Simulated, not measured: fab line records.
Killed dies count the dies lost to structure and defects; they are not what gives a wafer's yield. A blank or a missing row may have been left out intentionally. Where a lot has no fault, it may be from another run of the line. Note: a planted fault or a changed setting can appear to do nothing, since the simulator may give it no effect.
Struck lot and sound lot, side by side -- flow sky130 -- 15 out of 708 route steps
Sound: wafers L427.1, L427.3, L427.6. Struck: wafers L435.2, L435.4, L435.5. Last of all comes the cause.
For every step that has rows: the tool of each side, followed by ch and its chambers, followed by its first start. Under that, the readings that differ: sound wafers -- struck wafers -- difference of the means -- sigmas: that difference in standard deviations of wafers without a fault.
alike: readings whose means differ by less than 2 such deviations, and words and numbers that are the same on both sides. not compared: withheld readings, readings that some wafer has no value for, bounds like >300 that may hide the same value, and numbers for which the record gives no deviation and whose values overlap.
Wherever a step has rows on one side only, a row that says differs or no value, or a row with sigmas, the two part there. When numbers do not overlap yet have no deviation, they are printed without sigmas and do not part them. Lack of a reading on every wafer of one side parts them only where that side has two or more wafers.

first, 4 steps without rows for these wafers: SKY_VIA2_SOFTBAKE_08 (time 90 s); SKY_VIA2_EXPOSE_09 (exposes mask VIM2, target cd 200 nm); SKY_VIA2_PEB_10; SKY_VIA2_DEVELOP_11 (develop time 60 s).
SKY_VIA2_CD_MEAS_12: target cd 200 nm.
  sound on cd-sem-02 at day 37 07:50; struck on cd-sem-01 at day 40 04:35
  alike: cd-nm
SKY_VIA2_OVL_MEAS_13:
  sound on overlay-02 at day 37 07:58; struck on overlay-02 at day 40 04:41
  alike: VIA2_OVL
SKY_VIA2_ETCH_14: etches BARC in N2/H2, stops on SiO2, time 45.9 s, target depth 60 nm.
  sound on rie-diel-04 ch 0,2,3, day 37 07:59; struck on rie-diel-04 ch 0,1,2, day 40 04:43
  alike: drypump-motor-current-A, n2-flow-sccm, oes-product-au, throttle-valve-pct
  not compared: rf-hours-counter-h
SKY_VIA2_ETCH_15: etches SiO2 in C4F8/O2/Ar, stops on TiN, target depth 546 nm, time 84 s.
  sound on rie-diel-04 ch 0,2,3, day 37 08:02; struck on rie-diel-04 ch 0,1,2, day 40 04:46
  alike: oes-product-au
  not compared: rf-hours-counter-h
SKY_VIA2_STRIP_16: strips in O2/N2.
  sound on plasma-asher-02 ch 0,1, day 37 08:06; struck on plasma-asher-03 ch 0,1, day 40 04:50
  alike: drypump-motor-current-A, n2-flow-sccm, oes-product-au, strip-time-to-endpoint-s
  not compared: rf-hours-counter-h
then, 3 steps without rows for these wafers: SKY_VIA2_STRIP_17 (strips in post etch residue remover, time 1200 s); SKY_VIA2_CLEAN_18 (cleans in IPA, time 180 s); SKY_VIA2_CLEAN_19 (cleans in O3/DIW).
SKY_VIA2_SPUTTER_20: material TiN, target thk 20 nm, time 80 s.
  sound on pvd-sputter-02 at day 37 08:41; struck on pvd-sputter-04 at day 40 05:25
  no value came back on the struck wafers for cathode-dc-power-W (W), chamber-pressure-pa (Pa), throttle-valve-pct (%); on the sound wafers cathode-dc-power-W (W) reads 4000.2 4000.2 4000.9
SKY_VIA2_CVD_21: deposits W, target thk 420 nm, time 126.4 s.
  sound on cvd-w-02 ch 0, day 37 08:45; struck on cvd-w-01 ch 0,1, day 40 05:29
  alike: heater-power-w
  not compared: since-wet-clean-h
-- the record jumps here: 9 days lie between the struck wafers' starts before and after (it left off in module VIA2 and takes up again in module PAD_OPEN, whose first step shown is number 708 of the route) --
SKY_PAD_OPEN_PROBE_99:
  sound on prober-02 at day 46 14:26; struck on prober-02 at day 48 19:44
reading,sound,struck,difference,sigmas
hold,- - -,await-dispo/5.1h/scrap await-dispo/5.1h/scrap await-dispo/5.1h/scrap,no value on the sound wafers,
defect-limited-yield (%),83.5 83.1 78.5,0 0 0,-82,-41
killed_at_M0_to_M3,38 44 60,439 451 450,+399,+61
killed-dies,81 83 106,492 492 492,+402,+42
killed-on-rim,12 18 20,96 96 96,+79,+20
sort_bin_5_function (%),10.0 8.9 12.0,93.1 94.3 93.1,+83.2,+55
sort-n-pass,411 409 386,0 0 0,-402,-42
sort-yield-pct (%),83.5 83.1 78.5,0 0 0,-82,-41
  alike: killed_at_M4_up, killed-at-contacts, killed-at-front-end, killed-at-other, killed-open, killed-short, sort_bin_3_pad_short, sort_bin_6_memory

## WHERE THEY PART
Last at SKY_PAD_OPEN_PROBE_99 as far as this record goes, first at SKY_VIA2_SPUTTER_20.

WHY: the cause the simulator had injected
Beginning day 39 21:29, the whole step at SKY_VIA2_SPUTTER_20 was skipped on pvd-sputter-04. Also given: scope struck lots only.
